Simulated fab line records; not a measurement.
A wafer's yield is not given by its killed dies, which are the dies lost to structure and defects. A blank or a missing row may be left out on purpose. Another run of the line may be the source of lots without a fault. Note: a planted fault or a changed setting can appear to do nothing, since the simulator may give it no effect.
Matching of chambers    flow gf180mcu    3 sister chambers for GF_V2_CVD_02 on pecvd-02
The step deposits SiO2 from TEOS, target thk 850 nm, time 94.851 s. 16 wafers are shown with their chamber, then 8 later ones without.

WAFERS WITH THEIR CHAMBER
wafer   chamber  heater power w (W)  rf fwd power W (W)
L077.1  2        758                 598.9
L077.3  0        566                 595.4
L077.6  1        613                 592.1
L083.3  2        641                 597.0
L083.4  0        464                 594.3
L083.6  2        706                 597.6
L086.1  2        742                 597.2
L086.3  1        681                 597.4
L086.5  1        739                 596.7
L089.1  0        472                 590.0
L089.4  0        533                 592.8
L089.6  2        752                 596.4
L090.3  2        768                 597.2
L090.4  1        753                 595.6
L090.6  0        587                 595.6
L091.2  0        575                 594.6

SIGNATURES (averages over the wafers above)
reading         chamber 0  chamber 1  chamber 2  scatter within a chamber
heater power w  532.83     696.50     727.83     53.9
rf fwd power W  593.783    595.450    597.383    1.8
Rule: for each reading, subtract the chamber's mean from the wafer's reading, divide by that reading's scatter and square the result; add these up over the readings and take the root, which gives the wafer's distance from the chamber. If the next closest chamber is less than 2 further off than the closest, the wafer can't be placed; otherwise it belongs to the closest. The scatter is the square root of a quotient: the sum, over the shown wafers, of each reading's squared deviation from its chamber's mean, divided by wafers minus chambers.

WAFERS WITHOUT THEIR CHAMBER
wafer   heater power w (W)  rf fwd power W (W)
L091.3  773                 599.2
L091.5  621                 597.5
L094.3  761                 598.8
L094.4  577                 592.2
L094.6  624                 595.9
L095.2  488                 598.3
L095.3  741                 593.8
L095.6  537                 601.7

WHICH CHAMBER EACH WENT THROUGH
wafer   from the rows above           in truth
L091.3  can't be placed: 2 or 1       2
L091.5  can't be placed: 1 or 2 or 0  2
L094.3  can't be placed: 2 or 1       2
L094.4  can't be placed: 0 or 1       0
L094.6  can't be placed: 1 or 0 or 2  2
L095.2  can't be placed: 0 or 1 or 2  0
L095.3  can't be placed: 1 or 2       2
L095.6  can't be placed: 2 or 0 or 1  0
Placed correctly: 0 of 8. Not placeable from these rows: 8 (in 8, the candidates include the true chamber). 0 placed wrongly.
